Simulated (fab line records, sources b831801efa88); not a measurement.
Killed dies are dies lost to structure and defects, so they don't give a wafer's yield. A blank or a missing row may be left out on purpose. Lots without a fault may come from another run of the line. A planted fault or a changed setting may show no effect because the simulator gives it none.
Tool commonality check | flow sky130 | 11 lots, 33 wafers sampled

WHY IT WAS OPENED
At SKY_NWELL_RS_MEAS_29 the reading NWELL_RS is flagged on 3 of 11 lots. Wafers without a fault read 625.2 ohm/sq, standard deviation 1.9.
Rule: a lot is flagged when every wafer of it that has a number lies more than 4 standard deviations from that mean, or none has a number. The other lots count as sound.

lot  | measured     | on            | NWELL_RS (ohm/sq), wafer by wafer | flag
L876 | day 5 09:28  | film_metro-01 | 622.1 623.4 623.3                 |
L877 | day 5 14:35  | film_metro-01 | 623.0 627.5 625.4                 |
L879 | day 6 04:37  | film_metro-02 | 659.2 658.6 659.4                 | FLAGGED
L880 | day 6 08:37  | film_metro-01 | 665.8 663.7 665.1                 | FLAGGED
L882 | day 6 22:01  | film_metro-02 | 663.1 664.3 664.1                 | FLAGGED
L890 | day 8 21:46  | film_metro-01 | 626.6 626.2 625.1                 |
L894 | day 9 17:11  | film_metro-01 | 629.8 630.3 630.4                 |
L895 | day 10 03:29 | film_metro-01 | 625.2 624.8 624.7                 |
L896 | day 10 12:07 | film_metro-03 | 625.6 626.5 626.0                 |
L897 | day 10 19:32 | film_metro-03 | 621.7 624.8 624.4                 |
L898 | day 11 02:46 | film_metro-01 | 622.5 624.7 623.5                 |
The numbers of the flagged lots are 662.6 ohm/sq on average: +37.4 ohm/sq against the usual, or +20 standard deviations.

WHICH TOOL RAN EACH LOT
The record holds 3 process steps before the reading, out of a route of 708 steps. In each cell: the tool, then ch and the chambers that the sampled wafers went through, then the start.
lot  | flag    | SKY_FIELD_ISO_ETCH_17           | SKY_FIELD_ISO_CMP_27         | SKY_NWELL_IMPLANT_11
L876 |         | rie_si-02 ch 2,3, day 2 07:18   | cmp-02 ch 0,1,3, day 2 10:39 | implanter-03 ch 0, day 4 14:08
L877 |         | rie_si-01 ch 0,1,3, day 2 11:14 | cmp-02 ch 0,1,3, day 2 16:33 | implanter-03 ch 0, day 4 19:38
L879 | FLAGGED | rie_si-01 ch 0,3, day 2 22:21   | cmp-01 ch 0,1,2, day 3 03:58 | implanter-03 ch 0, day 5 09:54
L880 | FLAGGED | rie_si-02 ch 0,2,3, day 3 01:41 | cmp-02 ch 0,1, day 3 06:44   | implanter-03 ch 0, day 5 13:14
L882 | FLAGGED | rie_si-01 ch 0,1,3, day 3 11:17 | cmp-02 ch 1,2,3, day 3 16:35 | implanter-03 ch 0, day 6 02:28
L890 |         | rie_si-02 ch 0,1,2, day 5 06:03 | cmp-02 ch 0,1,2, day 5 10:22 | implanter-02 ch 0, day 8 00:15
L894 |         | rie_si-01 ch 0,1,2, day 6 01:32 | cmp-02 ch 1,2,3, day 6 04:47 | implanter-03 ch 0, day 8 19:18
L895 |         | rie_si-02 ch 0,3, day 6 10:35   | cmp-02 ch 1,2,3, day 6 13:51 | implanter-03 ch 0, day 9 05:07
L896 |         | rie_si-02 ch 0,2,3, day 6 18:15 | cmp-02 ch 0,1,3, day 6 21:36 | implanter-03 ch 0, day 9 12:57
L897 |         | rie_si-01 ch 0,2,3, day 6 22:36 | cmp-02 ch 1,2,3, day 7 01:49 | implanter-03 ch 0, day 9 20:17
L898 |         | rie_si-01 ch 1,2,3, day 7 03:20 | cmp-01 ch 0,1,2, day 7 08:43 | implanter-03 ch 0, day 10 03:22
What these steps do:
- SKY_FIELD_ISO_ETCH_17: etches Si in HBr/Cl2/O2, target depth 342 nm, time 97.7 s.
- SKY_FIELD_ISO_CMP_27: polishes, stops on Si3N4, t overpolish 16 s, target thk 457.8 nm.
- SKY_NWELL_IMPLANT_11
- SKY_NWELL_RS_MEAS_29: measures by four-point-probe.

FLAGGED OVER TOTAL, TOOL BY TOOL (the gauges that took the reading come last)
step                  | tool          | lots run | flagged | share of the flagged lots | sound lots run after its first flagged lot
SKY_FIELD_ISO_ETCH_17 | rie_si-01     | 6        | 2       | some                      | 3 (L894,L897,L898)
SKY_FIELD_ISO_ETCH_17 | rie_si-02     | 5        | 1       | some                      | 3 (L890,L895,L896)
SKY_FIELD_ISO_CMP_27  | cmp-01        | 2        | 1       | some                      | 1 (L898)
SKY_FIELD_ISO_CMP_27  | cmp-02        | 9        | 2       | some                      | 5 (L890,L894,L895,L896,L897)
SKY_NWELL_IMPLANT_11  | implanter-02  | 1        | 0       | none                      | -
SKY_NWELL_IMPLANT_11  | implanter-03  | 10       | 3       | all                       | 5 (L894,L895,L896,L897,L898)
SKY_NWELL_RS_MEAS_29  | film_metro-01 | 7        | 1       | some                      | 4 (L890,L894,L895,L898)
SKY_NWELL_RS_MEAS_29  | film_metro-02 | 2        | 2       | some                      | 0
SKY_NWELL_RS_MEAS_29  | film_metro-03 | 2        | 0       | none                      | -

WHAT THE TABLE ALLOWS
1 row of the table ran every flagged lot: implanter-03 at SKY_NWELL_IMPLANT_11.
- implanter-03 at SKY_NWELL_IMPLANT_11: 3 of its 10 lots flagged. Sound lots ran on it after the first flagged one (L894, L895, L896, L897, L898), which a lasting fault on the whole tool wouldn't allow. Its own readings lie more than 4 standard deviations out on every wafer of the flagged lots: beam_energy_keV.
No row of the table ran every flagged lot and no sound lot after the first.

WHAT THE SIMULATOR HAD PUT IN
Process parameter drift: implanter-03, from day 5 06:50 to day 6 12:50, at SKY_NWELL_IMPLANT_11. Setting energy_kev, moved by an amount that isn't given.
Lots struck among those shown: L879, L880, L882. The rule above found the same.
